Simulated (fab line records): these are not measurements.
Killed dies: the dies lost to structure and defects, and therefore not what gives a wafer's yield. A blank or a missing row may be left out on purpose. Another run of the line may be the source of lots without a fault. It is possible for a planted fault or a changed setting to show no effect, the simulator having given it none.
A lot that was struck, set against a sound lot | flow sky130 | 17 out of 708 route steps
Sound: wafers L130.1, L130.5, L130.6. Wafers struck: L133.1, L133.6. The cause is given at the end.
For every step that has rows: the tool of each side, followed by ch and its chambers, followed by its first start. Under that, the readings that differ: sound wafers | struck wafers | difference of the means | sigmas: that difference in standard deviations of wafers without a fault.
alike: readings with means less than 2 such deviations apart, plus words and numbers identical on both sides. not compared: withheld readings, readings lacking a value on some wafer, bounds such as >300 that could conceal the same value, and numbers that have no deviation in the record and whose values overlap.
A row with sigmas, a row that says differs or no value, or rows on one side alone: a step with any of these is where the two part. Numbers that don't overlap but have no deviation are shown without sigmas and don't part them. A reading that every wafer of one side lacks parts them only if that side has two wafers or more.

first, 1 step without rows for these wafers: SKY_LDD_N_IMPLANT_15.
SKY_LDD_N_STRIP_16: strips in O2/N2.
  sound on plasmaAsher-04 ch 0,1, day 22 15:01; struck on plasmaAsher-02 ch 1, day 23 10:13
  alike: drypumpMotorCurrentA, oesProductAu, stripTimeToEndpointS
  not compared: rfHoursCounterH
SKY_LDD_N_TW_MEAS_17:
  sound: filmMetro-02 at day 22 15:07; struck: filmMetro-03 at day 23 10:19
  alike: LDD_N_TW
then, 7 steps without rows for these wafers: SKY_LDD_P_DEHYDRATE_00 (time 60 s); SKY_LDD_P_HMDS_01 (prime time 60 s); SKY_LDD_P_COAT_02 (resist thk 1140 nm); SKY_LDD_P_SOFTBAKE_03 (time 60 s); SKY_LDD_P_EXPOSE_04 (exposes mask PSDM, target cd 380 nm); SKY_LDD_P_PEB_05; SKY_LDD_P_DEVELOP_06 (develop time 60 s).
SKY_LDD_P_CD_MEAS_07 targets a cd of 380 nm.
  sound: cdSem-02 at day 23 20:42; struck: cdSem-01 at day 24 16:12
  alike: cdNm
SKY_LDD_P_OVL_MEAS_08:
  sound: overlay-01 at day 23 20:49; struck: overlay-02 at day 24 16:19
reading        | sound          | struck  | difference | sigmas
LDD_P_OVL (nm) | -0.3 -3.0 -2.4 | 1.6 0.5 | +3.0       | +2
SKY_LDD_P_IMPLANT_09:
  sound on implanter-01 ch 0, day 23 20:52; struck on implanter-01 ch 0, day 24 16:22
reading     | sound                           | struck              | difference | sigmas
doseIonsCm2 | 1.001e+13 1.0014e+13 1.0024e+13 | 9.992e+12 9.994e+12 | -2.300e+10 | -2
SKY_LDD_P_STRIP_10: strips in O2/N2.
  sound on plasmaAsher-02 ch 0,1, day 23 21:01; struck on plasmaAsher-01 ch 1, day 24 16:31
  alike: drypumpMotorCurrentA, oesProductAu, stripTimeToEndpointS
  not compared: rfHoursCounterH
SKY_LDD_P_TW_MEAS_11:
  sound: filmMetro-04 at day 23 21:07; struck: filmMetro-03 at day 24 16:37
reading  | sound             | struck      | difference | sigmas
LDD_P_TW | 632.7 630.9 635.7 | 598.5 596.5 | -35.6      | -12
then, 1 step without rows for these wafers: SKY_LDD_HVN_DEHYDRATE_00 (time 60 s).
-- here the record skips 25 days between the struck wafers' starts before and after, leaving off in module LDD_HVN and picking up in module PAD_OPEN (first step shown: number 708 of the route) --
SKY_PAD_OPEN_PROBE_99:
  sound: prober-01 at day 49 00:09; struck: prober-02 at day 49 09:10
  no value came back on the struck wafers for any of 8 readings (model.etest.tipP.rsOhmSq, model.etest.tipP.rsOhmSqRange and others); on the sound wafers model.etest.tipP.rsOhmSq reads 6891 6865 6895
reading    | sound    | struck | difference | sigmas
killedOpen | 64 60 57 | 49 43  | -14        | -2
  alike: killed_at_M0_to_M3, killed_at_M4_up, killedAtContacts, killedAtFrontEnd, killedAtOther, killedDies, killedShort

== WHERE THEY PART ==
First at SKY_LDD_P_OVL_MEAS_08; last, within this record, at SKY_PAD_OPEN_PROBE_99.

WHY: what the simulator had put in
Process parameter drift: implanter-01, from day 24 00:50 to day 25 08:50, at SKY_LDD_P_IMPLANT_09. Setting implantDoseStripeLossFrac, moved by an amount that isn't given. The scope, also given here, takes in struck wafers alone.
